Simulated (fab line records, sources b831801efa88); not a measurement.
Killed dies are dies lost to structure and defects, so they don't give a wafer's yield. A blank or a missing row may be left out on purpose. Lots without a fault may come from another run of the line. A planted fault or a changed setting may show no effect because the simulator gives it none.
Which tool did it? | flow gf180mcu | 6 lots, 18 wafers sampled, at 3 steps of a route of 602

WHAT THE GAUGES READ, wafer by wafer
GF_HV_LDD_THK_MEAS_55.
lot  | measured     | on            | HV_LDD_CVD_54_THK (nm)
L738 | day 12 23:22 | film_metro-04 | 9.88 9.99 9.85
L741 | day 14 10:48 | film_metro-04 | 10.03 9.93 10.00
L744 | day 15 07:35 | film_metro-01 | 6.76 6.77 6.75
L750 | day 17 00:27 | film_metro-01 | 10.02 9.95 9.96
L756 | day 19 07:53 | film_metro-02 | 9.87 9.98 9.85
L758 | day 19 18:42 | film_metro-02 | 9.83 9.91 9.98

WHICH TOOL RAN EACH LOT (tool, then ch and the chambers of the sampled wafers, then the start)
lot  | GF_POLY_GATE_ETCH_13             | GF_HV_LDD_CVD_54
L738 | rie_si-01 ch 0,1,3, day 9 17:09  | lpcvd-01 ch 0, day 12 22:20
L741 | rie_si-01 ch 0,1,2, day 10 23:35 | lpcvd-02 ch 0, day 14 09:47
L744 | rie_si-02 ch 0,1,2, day 11 17:53 | lpcvd-02 ch 0, day 15 06:33
L750 | rie_si-02 ch 0,1,3, day 13 06:47 | lpcvd-01 ch 1, day 16 23:24
L756 | rie_si-01 ch 1,3, day 15 05:02   | lpcvd-02 ch 0, day 19 06:52
L758 | rie_si-02 ch 0,1,2, day 15 18:15 | lpcvd-02 ch 0, day 19 17:40
- GF_POLY_GATE_ETCH_13: etches poly-Si in HBr/Cl2, stops on SiO2, target depth 198.5 nm, time 69.6 s.
- GF_HV_LDD_CVD_54: deposits SiO2 from TEOS, target thk 10 nm, time 75 s.

THE ANSWER, worked out from the rows above alone
Rule: what is usual is taken from the lots themselves. Put in order of their means at a reading, lots are off if they are a third of the lots or fewer, leave a main group of 4 or more, and stand apart from it by a gap of 3 or more times the standard deviation of the main group's means; of several such gaps the widest counts. A main group whose means are all the same, to the digits that the tables above print for the reading, isn't used. A lot without any number at a reading at which 4 lots or more have one is off too. The other lots that the step has rows for count as sound.
Off: L744, at GF_HV_LDD_THK_MEAS_55 (HV_LDD_CVD_54_THK). The main group: mean 9.94 nm, standard deviation 0.038.
A tool fits if, at a process step before that reading, it ran every lot that is off, and no sound lot after the first of them. The gauges at GF_HV_LDD_THK_MEAS_55 are tried like those tools. None of those tried fits.

WHAT THE SIMULATOR HAD PUT IN
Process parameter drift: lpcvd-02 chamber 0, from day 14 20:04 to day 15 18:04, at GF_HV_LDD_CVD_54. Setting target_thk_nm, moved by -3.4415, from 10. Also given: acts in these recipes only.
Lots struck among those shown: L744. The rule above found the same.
